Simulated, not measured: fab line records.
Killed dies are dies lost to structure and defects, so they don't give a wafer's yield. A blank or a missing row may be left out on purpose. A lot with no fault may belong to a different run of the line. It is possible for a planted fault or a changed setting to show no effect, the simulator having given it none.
Lot-split experiment -- flow gf180mcu -- on a route of 602 steps: 5 lots, 23 wafers read

== THE SPLIT ==
At GF_V3_EXPOSE_11 (exposes mask Via3, target cd 260 nm), the setting doseMj was moved away from the recipe's 38 on 6 of the 23 wafers read, by -6.7% to -2.2%. This setting was run at the recipe's value on the other wafers.

== FROM THE SPLIT TO THE READING: what the file shows between them, 2 steps ==
- GF_V3_PEB_12: peb time 90 s
- GF_V3_DEVELOP_13: develop time 60 s

== THE READING ==
Shown in nm: cdNm at GF_V3_CD_MEAS_14, with target cd 260 nm. A value of 259.7 nm with a standard deviation of 1.2 nm is what fault-free wafers of this fab line usually give.

wafer,"tool, chamber at the split",doseMj as run,against the recipe,"cdNm, nm",against lot-mates on the recipe
L075.1,"krfScanner-01, 0",38,recipe,259.2,-
L075.2,"krfScanner-01, 0",38,recipe,259.5,-
L075.3,"krfScanner-01, 0",37.17,-2.2%,257.1,-1.8
L075.5,"krfScanner-01, 0",37.17,-2.2%,256.4,-2.5
L075.6,"krfScanner-01, 0",38,recipe,258.0,-
L076.1,"krfScanner-02, 0",35.44,-6.7%,248.1,-10.7
L076.2,"krfScanner-02, 0",38,recipe,258.7,-
L076.3,"krfScanner-02, 0",38,recipe,257.9,-
L076.5,"krfScanner-02, 0",38,recipe,259.8,-
L076.6,"krfScanner-02, 0",35.44,-6.7%,247.9,-10.9
L079.1,"krfScanner-01, 0",38,recipe,260.5,-
L079.2,"krfScanner-01, 0",38,recipe,260.3,-
L079.3,"krfScanner-01, 0",38,recipe,260.8,-
L079.4,"krfScanner-01, 0",38,recipe,258.9,-
L079.5,"krfScanner-01, 0",38,recipe,260.0,-
L080.1,"krfScanner-01, 0",38,recipe,259.4,-
L080.2,"krfScanner-01, 0",38,recipe,259.6,-
L080.6,"krfScanner-01, 0",38,recipe,258.2,-
L085.1,"krfScanner-01, 0",38,recipe,259.5,-
L085.2,"krfScanner-01, 0",36.66,-3.5%,254.3,-5.5
L085.4,"krfScanner-01, 0",38,recipe,259.4,-
L085.5,"krfScanner-01, 0",38,recipe,260.4,-
L085.6,"krfScanner-01, 0",36.66,-3.5%,256.2,-3.6

FIT RESULTS
A straight line over all 23 wafers: cdNm changes by +1.58 nm for each +1% of doseMj; r = +0.96; the points scatter about the line by 0.98 nm.
The same after taking each lot's own level away (the mean of its wafers on the recipe; 23 wafers): +1.52 nm for each +1%; r = +0.97; scatter 0.8 nm.
According to that fit, moving doseMj by its largest amount changes the reading by 10 nm.
Measured against the standard deviation above, the lots' own levels, which go from 258.80 to 260.10 nm, span 1.1 times it.
The two slopes agree, so the slope changes little with the lot-to-lot level.
Check: -9.74 nm against its lot-mates is what the line predicts for one of the wafers moved furthest among these (-6.7%) when that wafer is left out of the fit. It came out at -10.7 nm against them.

== ADDITIONAL SPLITS CARRIED BY THESE WAFERS ==
These wafers also went through other splits before the reading. Each is held against what the fit with the lots' levels taken away leaves over:
other split on the same wafers,wafers away from the commonest value,r with cdNm (lot level and that fit taken away)
GF_M1_METAL_ETCH_16 timeS,7,-0.26
GF_V1_SPUTTER_21 timeS,8,-0.22
GF_V2_PEB_12 pebTempC,6,-0.29
GF_M3_SPUTTER_02 timeS,8,+0.05
GF_M3_SPUTTER_03 timeS,5,+0.04
GF_V3_CMP_04 leaveAboveRefNm,11,+0.49

== THE WHOLE CHAIN: every reading that the file lists as answering this split, in the file's order ==
step,what it does,reading,change (the file's fit),r (the file's)
GF_V3_CD_MEAS_14,target cd 260 nm,cdNm,+1.49 nm for each +1% of the setting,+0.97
GF_V3_ETCH_16,etches BARC in N2/H2,"V3.cdNm (the simulator's own value, which no gauge read)",+1.47 nm for each +1% of the setting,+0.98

== FILE'S OWN FIT ==
cdNm changes by +1.49 nm for each +1% of doseMj, r = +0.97.
